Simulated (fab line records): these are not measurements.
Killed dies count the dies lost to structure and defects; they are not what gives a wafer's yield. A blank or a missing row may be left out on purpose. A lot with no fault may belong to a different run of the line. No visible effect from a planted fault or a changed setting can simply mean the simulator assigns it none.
Chamber matching | flow sky130 | rie_diel-01 running SKY_CONTACT_ETCH_17: 4 sister chambers
The step etches SiO2 in C4F8/O2/Ar, stops on Si3N4, target depth 340 nm. 8 wafers are shown with their chamber, then 7 later ones without.

## EACH WAFER AND ITS CHAMBER
wafer  | chamber | oes_product_au (a.u.)
L278.3 | 3       | 0.891
L278.4 | 1       | 0.886
L282.1 | 3       | 0.892
L284.1 | 2       | 0.891
L284.4 | 1       | 0.887
L284.6 | 0       | 0.890
L286.2 | 2       | 0.892
L286.3 | 0       | 0.898

## WAFERS WITH NO CHAMBER GIVEN
wafer  | oes_product_au (a.u.)
L286.5 | 0.889
L288.2 | 0.886
L288.4 | 0.885
L288.6 | 0.895
L291.1 | 0.884
L291.3 | 0.888
L291.4 | 0.886

## WHICH CHAMBER EACH ONE RAN IN
wafer  | from the rows above               | in truth
L286.5 | can't be placed: 1 or 2 or 3 or 0 | 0
L288.2 | can't be placed: 1 or 2 or 3      | 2
L288.4 | can't be placed: 1 or 2 or 3      | 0
L288.6 | can't be placed: 0 or 2 or 3      | 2
L291.1 | can't be placed: 1 or 2 or 3      | 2
L291.3 | can't be placed: 1 or 2 or 3 or 0 | 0
L291.4 | can't be placed: 1 or 2 or 3      | 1
0 of 7 placed correctly. These rows do not allow placing 7 (true chamber among the candidates in 6). Wrongly placed: 0.
How it was worked out, from the rows above alone: a wafer's distance from a chamber is the root of the sum, over the readings, of the square of ((its reading less the chamber's mean) divided by the reading's scatter). The wafer belongs to the nearest chamber; if the next one is less than 2 further off, it can't be placed. The mean given for a chamber averages the wafers shown for that chamber. The scatter: take each reading less its chamber's mean, square it, sum over the shown wafers, divide by the number of wafers less the number of chambers, and take the root.
